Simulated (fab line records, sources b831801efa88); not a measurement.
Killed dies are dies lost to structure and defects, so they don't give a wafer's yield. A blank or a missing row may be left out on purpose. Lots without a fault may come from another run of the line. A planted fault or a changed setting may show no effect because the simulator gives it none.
fab line records | flow sky130
record lots=6 wafers=18 last_day=49
route steps=708 shown FIELD_ISO@1 PAD_OPEN@708
lots that met no fault: from a run of the same line without faults
start_h: hours from the record's first day to the start of the lot's first wafer shown | wait_h: hours since the lot's step before | " the same as in the row above | L1.1+2: a row that stands for several wafers | - no value, or no start given | * or withheld: withheld | < > ~ a bound
route shown NAME@n: a module of which the file shows steps, and the number in the route of the first | usual: mean/standard deviation of fault-free wafers | same: alike in all rows | chamber/n: place in a boat | sites: the reading at each site | _std_site: their standard deviation | _edge_site: outer sites' mean less inner sites' | radius_mm: how far each site lies from the wafer's centre | mask NAME#n: copy n | behind: the tool/chamber that last shaped the wafer | hold: why the lot was held/for how many hours/how that ended | device: the transistor (n, p or np) that didn't switch | end of line: the same wafers' tests at the end of the route | a step without rows: its recipe alone | killed: dies lost to structure and defects at the first sort, not the wafer's yield | map: a wafer's dies, x killed, . not, _ none there
set.NAME: the setting as run; set.NAME@STEP: as run at that earlier step | model.NAME: the simulator's own value behind a step, which no gauge read
lots at some steps of the route; a table a step, a row a wafer
services: from which hour (start_h, from the record's first day; less than 0 if before it) a tool's chamber was out of use, for how many hours, and why
## steps
# step SKY_FIELD_ISO_BOW_MEAS_00
# recipe mode=bow
# usual INCOMING_BOW=0/7.2
# columns lot.wafer tool chamber start_h wait_h INCOMING_BOW[um]
L944.1 film_metro-02 - 20.00 - 1
L944.4 " - " " -1
L944.6 " - " " 13
L946.2 film_metro-02 - 30.02 - 5
L946.3 " - " " -7
L946.5 " - " " 12
L950.1 film_metro-02 - 50.00 - 8
L950.3 " - " " 11
L950.4 " - " " -9
L951.1 film_metro-04 - 55.00 - -5
L951.2 " - " " 1
L951.5 " - " " -4
L959.1 film_metro-03 - 95.00 - -5
L959.2 " - " " -12
L959.5 " - " " 7
L963.1 film_metro-03 - 115.00 - 5
L963.3 " - " " -2
L963.6 " - " " 8
# step SKY_FIELD_ISO_OXIDATION_01
# recipe temp_c=900 ambient=O2 stabilise_s=600 purge_s=300 target_thk_a=120 ox_time_s=1843
# usual zone_power_bottom_pct=29.4/2.5
# columns lot.wafer tool chamber start_h wait_h zone_power_bottom_pct
L944.1 furnace-01 0 21.97 2.0 25.9
L944.4 " 0 " " 26.2
L944.6 " 0 " " 26.2
L946.2 furnace-01 0 31.94 1.9 26.4
L946.3 " 0 " " 26.6
L946.5 " 0 " " 26.2
L950.1 furnace-02 0 51.31 1.3 31.2
L950.3 " 0 " " 31.9
L950.4 " 0 " " 31.2
L951.1 furnace-02 0 56.66 1.6 30.8
L951.2 " 0 " " 30.8
L951.5 " 0 " " 31.4
L959.1 furnace-01 0 95.12 0.1 26.1
L959.2 " 0 " " 26.3
L959.5 " 0 " " 26.2
L963.1 furnace-02 0 115.56 0.5 31.9
L963.3 " 0 " " 31.5
L963.6 " 0 " " 31.8
# step SKY_FIELD_ISO_THK_MEAS_02
# recipe reads=SiO2_of_FIELD_ISO_OXIDATION_01
# usual FIELD_ISO_OXIDATION_00_THK=12.01/0.22
# columns lot.wafer tool chamber start_h wait_h FIELD_ISO_OXIDATION_00_THK[nm]
L944.1 film_metro-04 - 23.48 0.0 12.10
L944.4 " - " " 11.78
L944.6 " - " " 12.02
L946.2 film_metro-02 - 33.46 0.0 12.02
L946.3 " - " " 12.01
L946.5 " - " " 12.18
L950.1 film_metro-04 - 52.83 0.0 12.30
L950.3 " - " " 12.09
L950.4 " - " " 11.99
L951.1 film_metro-03 - 58.17 0.0 11.66
L951.2 " - " " 11.87
L951.5 " - " " 11.74
L959.1 film_metro-03 - 96.63 0.0 12.00
L959.2 " - " " 12.06
L959.5 " - " " 12.08
L963.1 film_metro-02 - 117.07 0.0 11.96
L963.3 " - " " 12.06
L963.6 " - " " 12.05
# step SKY_FIELD_ISO_CVD_03
# recipe material=Si3N4 precursor=DCS/NH3 target_thk_nm=165 temp_c=770 time_s=2830 pressure_mtorr=250
# step SKY_FIELD_ISO_THK_MEAS_04
# recipe reads=Si3N4_of_FIELD_ISO_CVD_03
# usual FIELD_ISO_CVD_03_THK=166.3/1.7
# columns lot.wafer tool chamber start_h wait_h FIELD_ISO_CVD_03_THK[nm]
L944.1 film_metro-02 - 26.22 0.0 167.3
L944.4 " - " " 165.6
L944.6 " - " " 166.9
L946.2 film_metro-02 - 35.31 0.0 167.3
L946.3 " - " " 165.0
L946.5 " - " " 167.3
L950.1 film_metro-04 - 57.00 0.0 167.2
L950.3 " - " " 167.2
L950.4 " - " " 167.2
L951.1 film_metro-04 - 60.14 0.0 164.7
L951.2 " - " " 166.1
L951.5 " - " " 164.4
L959.1 film_metro-04 - 100.42 0.0 163.9
L959.2 " - " " 164.4
L959.5 " - " " 164.7
L963.1 film_metro-03 - 118.92 0.0 164.3
L963.3 " - " " 166.8
L963.6 " - " " 165.2
# step SKY_FIELD_ISO_DEHYDRATE_05
# recipe temp_c=200 time_s=60
# step SKY_FIELD_ISO_HMDS_06
# recipe prime_time_s=60 prime_temp_c=120
# step SKY_FIELD_ISO_COAT_07
# recipe resist=BARC temp_c=withheld time_s=withheld spin_rpm=3000 resist_thk_nm=60
# step SKY_FIELD_ISO_COAT_08
# recipe resist=KrF-thick spin_rpm=2957 resist_thk_nm=450
# step SKY_FIELD_ISO_SOFTBAKE_09
# recipe temp_c=100 time_s=90 resist=KrF-thick
# step SKY_FIELD_ISO_EXPOSE_10
# recipe mask_id=FOM na=0.68 source_shape=annular sigma_inner=0.4 sigma_outer=0.8 target_cd_nm=150 dose_mj=28
# step SKY_FIELD_ISO_PEB_11
# recipe peb_temp_c=withheld peb_time_s=withheld resist=KrF-thick
# step SKY_FIELD_ISO_DEVELOP_12
# recipe develop_time_s=60 resist=KrF-thick dev_temp_c=21
# step SKY_FIELD_ISO_CD_MEAS_13
# recipe target_cd_nm=150
# usual cd_nm=149.4/1.4
# columns lot.wafer tool chamber start_h wait_h cd_nm
L944.1 cd_sem-01 - 40.98 - 151.1
L944.4 " - " " 152.4
L944.6 " - " " 150.2
L946.2 cd_sem-02 - 50.58 - 147.6
L946.3 " - " " 147.4
L946.5 " - " " 149.3
L950.1 cd_sem-01 - 71.83 - 149.7
L950.3 " - " " 148.2
L950.4 " - " " 148.9
L951.1 cd_sem-01 - 75.93 - 149.0
L951.2 " - " " 149.0
L951.5 " - " " 149.3
L959.1 cd_sem-02 - 118.36 - 148.7
L959.2 " - " " 149.0
L959.5 " - " " 148.2
L963.1 cd_sem-02 - 136.66 - 151.5
L963.3 " - " " 151.3
L963.6 " - " " 152.1
# step SKY_FIELD_ISO_ETCH_14
# recipe chemistry=N2/H2 target=BARC ion_energy_ev=200 source_w=500 bias_w=100 pressure_mtorr=30 n2_flow_sccm=100 h2_flow_sccm=200 stop_on=SiO2 time_s=45.9 target_depth_a=600
# usual bias_w=100.0/0.31 drypump_motor_current_A=5.8/0.35 oes_product_au=0.855/0.0047 throttle_valve_pct=13.225/0.0092
# columns lot.wafer tool chamber start_h wait_h bias_w drypump_motor_current_A oes_product_au rf_hours_counter_h throttle_valve_pct
L944.1 rie_diel-02 3 41.10 0.1 99.4 5.0 0.853 103 13.231
L944.4 " 1 " " 100.4 6.0 0.853 108 13.228
L944.6 " 1 " " 100.4 6.0 0.854 - 13.233
L946.2 rie_diel-01 0 50.68 0.1 100.0 6.1 0.856 100 13.226
L946.3 " 3 " " 100.3 5.9 0.867 145 13.212
L946.5 " 1 " " 100.1 5.6 0.860 - 13.209
L950.1 rie_diel-03 0 71.95 0.1 100.3 6.1 0.854 7 13.217
L950.3 " 2 " " 100.8 5.7 0.853 157 13.221
L950.4 " 3 " " 99.9 5.9 0.856 112 13.223
L951.1 rie_diel-03 0 76.05 0.1 100.4 6.1 0.857 7 13.232
L951.2 " 1 " " 100.1 5.9 0.861 3 13.214
L951.5 " 3 " " 99.7 5.9 0.859 - 13.221
L959.1 rie_diel-02 1 118.48 0.1 100.2 6.0 0.864 109 13.218
L959.2 " 3 " " 99.8 5.1 0.855 104 13.214
L959.5 " 0 " " 99.4 6.7 0.862 - 13.224
L963.1 rie_diel-01 2 136.78 0.1 99.9 6.0 0.851 92 13.226
L963.3 " 1 " " 100.1 5.6 0.856 48 13.218
L963.6 " 1 " " 100.3 5.6 0.860 - 13.232
# step SKY_FIELD_ISO_ETCH_15
# recipe chemistry=CHF3/O2 target_depth_nm=180 stop_on=Si source_w=600 bias_w=200 pressure_mtorr=40 chf3_flow_sccm=50 O2_flow_sccm=5 time_s=72
# usual O2_flow_sccm=5.001/0.016 bias_w=200.1/0.64 drypump_motor_current_A=5.8/0.36 oes_product_au=0.950/0.0074 throttle_valve_pct=8.847/0.0095
# columns lot.wafer tool chamber start_h wait_h O2_flow_sccm bias_w drypump_motor_current_A oes_product_au rf_hours_counter_h throttle_valve_pct
L944.1 rie_diel-02 3 41.14 0.0 5.011 200.1 5.0 0.947 103 8.834
L944.4 " 1 " " 4.989 200.4 6.0 0.940 108 8.839
L944.6 " 1 " " 4.993 200.8 6.0 0.945 - 8.841
L946.2 rie_diel-01 0 50.72 0.0 5.001 199.6 6.1 0.954 100 8.846
L946.3 " 3 " " 4.975 200.8 5.9 0.940 145 8.836
L946.5 " 1 " " 5.001 199.1 5.6 0.959 - 8.845
L950.1 rie_diel-03 0 71.99 0.0 5.013 200.6 6.1 0.950 7 8.860
L950.3 " 2 " " 4.989 201.5 5.7 0.953 157 8.844
L950.4 " 3 " " 4.987 200.3 5.8 0.958 112 8.854
L951.1 rie_diel-03 0 76.09 0.0 4.982 198.7 6.1 0.945 7 8.852
L951.2 " 1 " " 5.010 199.1 5.9 0.956 3 8.813
L951.5 " 3 " " 5.012 199.6 5.9 0.949 - 8.842
L959.1 rie_diel-02 1 118.52 0.0 5.014 199.8 6.0 0.944 109 8.851
L959.2 " 3 " " 5.019 199.6 5.0 0.940 104 8.846
L959.5 " 0 " " 5.007 200.2 6.7 0.938 - 8.850
L963.1 rie_diel-01 2 136.82 0.0 4.982 200.1 5.9 0.940 92 8.835
L963.3 " 1 " " 4.999 200.0 5.6 0.960 48 8.856
L963.6 " 1 " " 5.006 200.8 5.6 0.941 - 8.844
# step SKY_FIELD_ISO_STRIP_16
# recipe chemistry=O2/N2 power_w=1400 pressure_mtorr=1500 platen_temp_c=withheld o2_flow_sccm=3000 n2_flow_sccm=300 overash_fraction=0.5
# usual drypump_motor_current_A=5.57/0.27 oes_product_au=0.378/0.0047 strip_time_to_endpoint_s=3.57/0.047
# columns lot.wafer tool chamber start_h wait_h drypump_motor_current_A oes_product_au rf_hours_counter_h strip_time_to_endpoint_s
L944.1 plasma_asher-04 1 41.20 0.0 5.98 0.380 39 3.58
L944.4 " 0 " " 5.66 0.380 - 3.54
L944.6 " 0 " " 5.67 0.381 - 3.55
L946.2 plasma_asher-03 0 50.78 0.0 5.28 0.374 24 3.54
L946.3 " 1 " " 5.77 0.377 - 3.55
L946.5 " 0 " " 5.27 0.385 - 3.62
L950.1 plasma_asher-02 0 72.05 0.0 5.76 0.376 37 3.57
L950.3 " 0 " " 5.76 0.379 - 3.57
L950.4 " 1 " " 5.20 0.385 - 3.64
L951.1 plasma_asher-03 0 76.15 0.0 5.28 0.385 26 3.58
L951.2 " 1 " " 5.82 0.379 26 3.54
L951.5 " 0 " " 5.25 0.371 - 3.62
L959.1 plasma_asher-03 0 118.58 0.0 5.27 0.376 31 3.58
L959.2 " 1 " " 5.73 0.377 31 3.58
L959.5 " 0 " " 5.28 0.377 - 3.58
L963.1 plasma_asher-02 1 136.88 0.0 5.22 0.379 43 3.49
L963.3 " 1 " " 5.24 0.381 - 3.59
L963.6 " 1 " " 5.23 0.374 - 3.58
# step SKY_FIELD_ISO_ETCH_17
# recipe target_depth_a=3420 mask_material=Si3N4 chemistry=HBr/Cl2/O2 target=Si taper_deg=5 icp_w=600 bias_w=150 pressure_mtorr=15 HBr_flow_sccm=150 Cl2_flow_sccm=40 O2_flow_sccm=6 time_s=97.7
# usual O2_flow_sccm=6.003/0.018 bias_w=150.0/0.43 drypump_motor_current_A=5.6/0.3 oes_product_au=1.004/0.013 throttle_valve_pct=25.655/0.012
# columns lot.wafer tool chamber start_h wait_h O2_flow_sccm bias_w drypump_motor_current_A oes_product_au rf_hours_counter_h throttle_valve_pct
L944.1 rie_si-01 3 41.30 0.1 6.013 150.1 6.0 1.014 1 25.645
L944.4 " 2 " " 6.008 150.0 5.1 0.987 117 25.664
L944.6 " 3 " " 6.010 149.8 6.0 1.015 - 25.645
L946.2 rie_si-02 2 50.88 0.1 5.974 149.4 5.3 1.007 137 25.642
L946.3 " 0 " " 6.014 150.5 6.1 0.985 110 25.652
L946.5 " 2 " " 5.992 149.4 5.3 1.009 - 25.661
L950.1 rie_si-01 3 72.15 0.1 6.014 149.9 6.0 1.027 2 25.621
L950.3 " 0 " " 6.026 149.7 5.7 1.014 57 25.642
L950.4 " 1 " " 6.007 150.5 5.4 0.995 41 25.661
L951.1 rie_si-01 2 76.25 0.1 5.994 150.3 5.1 0.994 117 25.660
L951.2 " 0 " " 6.006 150.3 5.7 1.013 57 25.637
L951.5 " 1 " " 6.022 150.4 5.4 0.999 - 25.655
L959.1 rie_si-02 3 118.68 0.1 6.030 149.5 5.4 1.015 96 25.648
L959.2 " 1 " " 5.994 150.5 5.6 0.995 133 25.657
L959.5 " 1 " " 6.003 150.2 5.6 0.996 - 25.656
L963.1 rie_si-01 3 136.98 0.1 6.009 149.7 5.9 1.042 2 25.622
L963.3 " 2 " " 6.019 150.6 5.1 0.996 118 25.663
L963.6 " 0 " " 5.966 150.1 5.6 1.012 - 25.639
# step SKY_FIELD_ISO_WET_ETCH_18
# recipe chemistry=H3PO4 target_depth_nm=25 temp_c=160 target=Si3N4 time_s=286
# step SKY_FIELD_ISO_CLEAN_19
# recipe chemistry=SC1/SC2 mix=1:4:20 temp_c=70 time_s=150
# step SKY_FIELD_ISO_CLEAN_20
# recipe chemistry=dHF time_s=19.37 dilution=100:1
# step SKY_FIELD_ISO_WET_ETCH_21
# recipe chemistry=dHF dilution=100:1 target_depth_nm=20 dry=ipa_marangoni target=SiO2 temp_c=25 time_s=400
# step SKY_FIELD_ISO_OXIDATION_22
# recipe temp_c=950 ambient=O2 stabilise_s=600 purge_s=300 target_thk_a=100 ox_time_s=623
# step SKY_FIELD_ISO_THK_MEAS_23
# recipe reads=SiO2_of_FIELD_ISO_OXIDATION_22
# usual FIELD_ISO_OXIDATION_01_THK=9.94/0.19
# columns lot.wafer tool chamber start_h wait_h FIELD_ISO_OXIDATION_01_THK[nm]
L944.1 film_metro-04 - 45.76 0.0 9.83
L944.4 " - " " 9.96
L944.6 " - " " 9.77
L946.2 film_metro-04 - 54.01 0.0 9.91
L946.3 " - " " 9.83
L946.5 " - " " 9.99
L950.1 film_metro-02 - 74.62 0.0 10.03
L950.3 " - " " 10.36
L950.4 " - " " 10.12
L951.1 film_metro-04 - 80.14 0.0 10.07
L951.2 " - " " 10.17
L951.5 " - " " 10.20
L959.1 film_metro-03 - 120.52 0.0 9.89
L959.2 " - " " 9.93
L959.5 " - " " 9.89
L963.1 film_metro-04 - 138.51 0.0 10.06
L963.3 " - " " 9.95
L963.6 " - " " 10.09
# step SKY_FIELD_ISO_CVD_24
# recipe material=SiO2 target_thk_nm=595 temp_c=650 sigma_open_frac=0.3 time_s=99.2 sih4_flow_sccm=60 pressure_mtorr=6
# step SKY_FIELD_ISO_THK_MEAS_25
# recipe reads=SiO2_of_FIELD_ISO_CVD_24
# usual FIELD_ISO_CVD_24_THK=599/5.6
# columns lot.wafer tool chamber start_h wait_h FIELD_ISO_CVD_24_THK[nm]
L944.1 film_metro-03 - 45.89 0.0 596
L944.4 " - " " 598
L944.6 " - " " 603
L946.2 film_metro-02 - 54.14 0.0 606
L946.3 " - " " 614
L946.5 " - " " 604
L950.1 film_metro-02 - 74.83 0.0 594
L950.3 " - " " 597
L950.4 " - " " 602
L951.1 film_metro-02 - 80.27 0.0 591
L951.2 " - " " 588
L951.5 " - " " 594
L959.1 film_metro-03 - 120.65 0.0 592
L959.2 " - " " 595
L959.5 " - " " 600
L963.1 film_metro-02 - 138.64 0.0 606
L963.3 " - " " 606
L963.6 " - " " 605
# step SKY_FIELD_ISO_ANNEAL_26
# recipe temp_c=1000 time_s=1800 ambient=N2
# step SKY_FIELD_ISO_CMP_27
# recipe stop_on=Si3N4 t_overpolish_s=16 down_force_psi=4 platen_rpm=60 target_thk_nm=457.8 pad_velocity_m_s=0.94248
# usual motor_current_A=12.4/1 overpolish_run_s=16.001/0.0081 platen_rpm=60.00/0.036 slurry_filter_dp_kPa=13.51/0.14 time_to_endpoint_s=111/6.1
# columns lot.wafer tool chamber start_h wait_h motor_current_A overpolish_run_s platen_rpm slurry_filter_dp_kPa time_to_endpoint_s
L944.1 cmp-02 3 50.67 0.1 12.4 16.005 60.06 13.43 120
L944.4 " 0 " " 10.7 16.000 59.98 13.31 110
L944.6 " 3 " " 11.7 16.002 60.04 13.43 120
L946.2 cmp-01 0 56.42 0.0 12.9 15.981 59.99 13.31 107
L946.3 " 2 " " 11.7 16.003 59.95 13.40 117
L946.5 " 1 " " 13.8 16.008 60.00 13.50 112
L950.3 cmp-01 3 77.47 0.0 13.8 16.010 60.01 13.69 103
L950.4 " 0 " " 12.0 15.990 60.05 13.20 108
L950.1 " 2 " " 11.4 15.999 60.02 13.60 112
L951.2 cmp-02 1 83.05 0.0 11.7 16.001 60.00 13.41 96
L951.1 " 2 " " 13.2 16.011 60.01 13.35 107
L951.5 " 2 " " 12.2 15.988 60.01 13.45 107
L959.1 cmp-01 0 123.55 0.0 12.3 15.992 59.88 13.75 114
L959.2 " 3 " " 13.5 16.005 60.02 13.61 110
L959.5 " 0 " " 12.2 16.000 59.98 13.67 115
L963.3 cmp-01 1 140.20 0.0 14.0 16.009 60.06 13.50 123
L963.1 " 2 " " 11.2 15.994 60.01 13.32 122
L963.6 " 1 " " 14.0 15.997 60.03 13.49 119
# step SKY_FIELD_ISO_WET_ETCH_28
# recipe chemistry=dHF target_depth_nm=23.7 target=SiO2 dilution=10:1 temp_c=25 time_s=47
# step SKY_FIELD_ISO_WET_ETCH_29
# recipe chemistry=H3PO4 target_depth_nm=160 target=Si3N4 temp_c=160 time_s=1825
# step SKY_FIELD_ISO_WET_ETCH_30
# recipe chemistry=dHF target_depth_nm=25 target=SiO2 dilution=10:1 temp_c=25 time_s=50
# step SKY_PAD_OPEN_PROBE_99
# usual killed_at_M0_to_M3=42/7.5 killed_at_M4_up=3.2/1.7 killed_at_contacts=24/5.1 killed_at_front_end=15/4.1 killed_at_other=0.3/0.58 killed_dies=85/8.9 killed_on_rim=17/3.9 killed_open=46/6.4 killed_short=39/6
# same gross_dies=492 killed_at_back_side=0
# columns lot.wafer tool chamber start_h wait_h killed_at_M0_to_M3 killed_at_M4_up killed_at_contacts killed_at_front_end killed_at_other killed_dies killed_on_rim killed_open killed_short
L946.2 prober-01 - 1103.54 0.1 41 3 25 14 1 84 18 42 42
L946.3 prober-01 - 1103.59 0.2 37 3 20 18 0 78 15 43 35
L946.5 prober-01 - 1103.69 0.2 33 1 22 11 0 67 14 32 35
L950.1 prober-01 - 1130.76 0.1 37 7 25 145 0 214 41 49 35
L950.3 prober-01 - 1130.86 0.2 40 3 26 138 0 207 39 44 32
L950.4 prober-01 - 1130.91 0.2 48 3 18 132 0 201 34 44 44
L951.1 prober-02 - 1136.04 0.1 34 2 28 154 0 218 44 47 35
L951.2 prober-02 - 1136.09 0.1 34 2 34 140 0 210 39 45 37
L951.5 prober-02 - 1136.24 0.2 33 2 23 137 0 195 42 47 32
L959.1 prober-01 - 1173.76 0.1 34 5 17 12 0 68 17 33 35
L959.2 prober-01 - 1173.81 0.1 44 3 21 15 0 83 17 50 33
L959.5 prober-01 - 1173.96 0.2 29 4 22 12 0 67 13 34 33
# killed by level:class
L946.2 VIA1:geometric_particle:open=10 CONTACT:geometric_particle:open=7 VIA2:geometric_particle:open=7 LOCAL_INTERCONNECT:geometric_particle:short=6 VIA2:geometric_particle:short=6 FIELD_ISO:geometric_particle:short=5 VIA3:geometric_particle:open=5 LI_CONTACT:geometric_particle:short=4
L946.3 VIA1:geometric_particle:open=8 FIELD_ISO:geometric_particle:open=7 FIELD_ISO:geometric_particle:short=7 VIA2:geometric_particle:open=7 LI_CONTACT:geometric_particle:open=5 CONTACT:geometric_particle:open=5 METAL1:geometric_particle:short=5 LOCAL_INTERCONNECT:geometric_particle:short=4
L946.5 CONTACT:geometric_particle:open=8 CONTACT:geometric_particle:short=7 METAL1:geometric_particle:short=6 VIA1:geometric_particle:open=5 METAL2:geometric_particle:short=4 VIA3:geometric_particle:open=4 VIA3:geometric_particle:short=4 POLY_GATE:geometric_particle:short=3
L950.1 FIELD_ISO:unspecified=130 CONTACT:geometric_particle:open=11 VIA1:geometric_particle:open=10 LI_CONTACT:geometric_particle:open=8 FIELD_ISO:geometric_particle:short=4 CONTACT:geometric_particle:short=4 METAL2:geometric_particle:short=4 VIA3:geometric_particle:open=4
L950.3 FIELD_ISO:unspecified=130 CONTACT:geometric_particle:open=11 LOCAL_INTERCONNECT:geometric_particle:short=7 VIA1:geometric_particle:open=7 VIA2:geometric_particle:open=7 METAL3:geometric_particle:short=6 VIA3:geometric_particle:open=5 CONTACT:geometric_particle:short=4
L950.4 FIELD_ISO:unspecified=113 VIA1:geometric_particle:open=14 METAL2:geometric_particle:short=7 VIA3:geometric_particle:open=6 LI_CONTACT:geometric_particle:open=5 CONTACT:geometric_particle:short=5 VIA1:geometric_particle:short=5 FIELD_ISO:geometric_particle:short=4
L951.1 FIELD_ISO:unspecified=136 VIA1:geometric_particle:open=11 LI_CONTACT:geometric_particle:open=8 CONTACT:geometric_particle:open=8 LI_CONTACT:geometric_particle:short=5 METAL2:geometric_particle:short=5 VIA3:geometric_particle:open=4 FIELD_ISO:geometric_particle:open=3
L951.2 FIELD_ISO:unspecified=127 CONTACT:geometric_particle:open=10 VIA1:geometric_particle:open=10 LOCAL_INTERCONNECT:geometric_particle:short=9 LI_CONTACT:geometric_particle:open=6 CONTACT:geometric_particle:short=6 VIA3:geometric_particle:open=6 FIELD_ISO:geometric_particle:open=4
L951.5 FIELD_ISO:unspecified=116 CONTACT:geometric_particle:open=15 POLY_GATE:geometric_particle:short=7 VIA3:geometric_particle:open=7 VIA2:geometric_particle:open=6 METAL3:geometric_particle:short=6 POLY_GATE:geometric_particle:open=5 LI_CONTACT:geometric_particle:open=4
L959.1 VIA1:geometric_particle:open=12 CONTACT:geometric_particle:open=7 LOCAL_INTERCONNECT:geometric_particle:short=5 METAL1:geometric_particle:short=4 VIA1:geometric_particle:short=4 METAL4:geometric_particle:short=4 FIELD_ISO:geometric_particle:short=3 POLY_GATE:geometric_particle:open=3
L959.2 VIA1:geometric_particle:open=13 LI_CONTACT:geometric_particle:open=10 CONTACT:geometric_particle:open=7 VIA1:geometric_particle:short=7 METAL2:geometric_particle:short=6 VIA2:geometric_particle:open=6 POLY_GATE:geometric_particle:open=5 POLY_GATE:geometric_particle:short=4
L959.5 VIA1:geometric_particle:open=9 LI_CONTACT:geometric_particle:open=8 LOCAL_INTERCONNECT:geometric_particle:short=6 VIA2:geometric_particle:short=5 VIA3:geometric_particle:open=4 FIELD_ISO:geometric_particle:open=3 POLY_GATE:geometric_particle:short=3 LI_CONTACT:geometric_particle:short=3
# map L950.1 (x killed, . not)
__________...xxx.x.._________
________.....xx...x..._______
______...xx.x..xxx..x..x_____
_____..x.x..x.x..x.x..xx.____
____.xx.....x.xx.xxx..xx..___
___x..x.x.xxx....xx.....xxx__
__x...xx.xx.....xxx.xxxx...._
_x.xx.x..x...x....xx.xx...xx.
_x....xxxxxx.xx.x...x.x..x.xx
_xx.xxx............x...x..x..
_..x.x....x.xx.xx.x...xx.x.xx
_x..x.xxx...xx.......xx.xx..x
_xx.xxx.xx.x.......x..x..x.x.
_...xxxxxx.x.xx..xx.x.x....xx
_x..xx...x........x.x......x.
__xx..xx...x...xxx...xxxx..x_
___x..xx..xxx.x....x.x...xx__
____.xx....x.x...x.x.xx...___
_____x.x..x.xx....xxxx...____
______xx.xxxx..xxx.xxx.x_____
________x...x..x.xx.x._______
__________...x.x.xx._________
# map L951.1 (x killed, . not)
__________xxxx.xx.x._________
________xx.x.x.xxx.x.._______
______x..xxx..x.......xx_____
_____.....x.xxx...x..x..x____
____xx....xxx.....xxxxx..x___
___....xxxx..x......xx..x..__
__.x....xxx...x.........x.x._
_x.xx..xxx.x...x.xxxxxxxx..x.
_..x..x.....xxx..xx..x.x.xx..
_........xx.xx.x.xx.xxxxxx..x
_x.x...x.x.....x......x..x.xx
_.x.x.x.x.xxx....x.x.xx.xxxx.
_.x.x.x......xxxx.xxxx.xx....
_....xxxx.x.x..x.x..xxx..x.xx
_..xx.....x.....x.xx....x.x..
__..xxxxx.x.xx.x..x.x..x.xxx_
___.x..x.x....xxx.x......x.__
____x.xx..x.xxx..x..x.xx.x___
_____.x.xx.x.x.xx.x..xx..____
______xx..x.x.....x..x.x_____
________xx....xx.....x_______
__________x.xx...xx._________
## services
# columns tool chamber start_h hours kind
cmp-01 - 2.35 2.6 repair
cmp-02 - 8.09 0.8 repair
furnace-02 - 14.16 4.0 pm
cmp-01 - 15.38 3.3 pm
rie_diel-01 3 35.97 9.9 repair
furnace-01 - 43.12 3.2 pm
rie_diel-01 0 59.21 99.5 repair
rie_si-02 1 60.98 8.8 repair
cmp-02 - 64.17 4.0 pm
rie_diel-01 3 69.08 8.8 repair
plasma_asher-04 - 73.52 14.6 pm
cmp-02 - 75.14 4.3 repair
cmp-02 - 78.65 2.2 repair
plasma_asher-02 - 79.76 3.7 repair
cmp-01 - 92.37 0.6 repair
cmp-01 - 98.85 3.0 repair
furnace-01 - 102.79 3.2 pm
rie_diel-02 - 103.53 14.6 pm
furnace-01 - 108.24 11.1 repair
rie_diel-03 3 109.18 7.8 repair
rie_diel-01 3 121.59 2.8 repair
rie_diel-01 1 124.57 8.0 repair
plasma_asher-03 - 130.44 32.8 pm
rie_diel-03 2 130.50 - clean
## key
first_sign step=SKY_PAD_OPEN_PROBE_99 reading=killed_at_front_end direction=up sigmas=31 usual=15 struck=141
effect step=SKY_PAD_OPEN_PROBE_99 reading=killed_dies direction=up sigmas=14 usual=85 struck=208
met_at SKY_FIELD_ISO_OXIDATION_01
struck_wafers L950.1,L950.3,L950.4,L951.1,L951.2,L951.5
tester_left_out L950,L951
also_fits SKY_FIELD_ISO_ETCH_14:rie_diel-03,SKY_FIELD_ISO_ETCH_15:rie_diel-03
fault kind=chamber_particle_source tool=furnace-02 chamber=- onset_h=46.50 steps=SKY_FIELD_ISO_OXIDATION_01 rate_per_visit_cm2=0.61884 end_h=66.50
# tester_left_out: of these lots the tester's yield and bins aren't shown, on N5 and GAA mostly nor the transistor test; their killed dies are dies lost to structure and defects alone, not to doping, threshold or leakage, so they don't give the yield
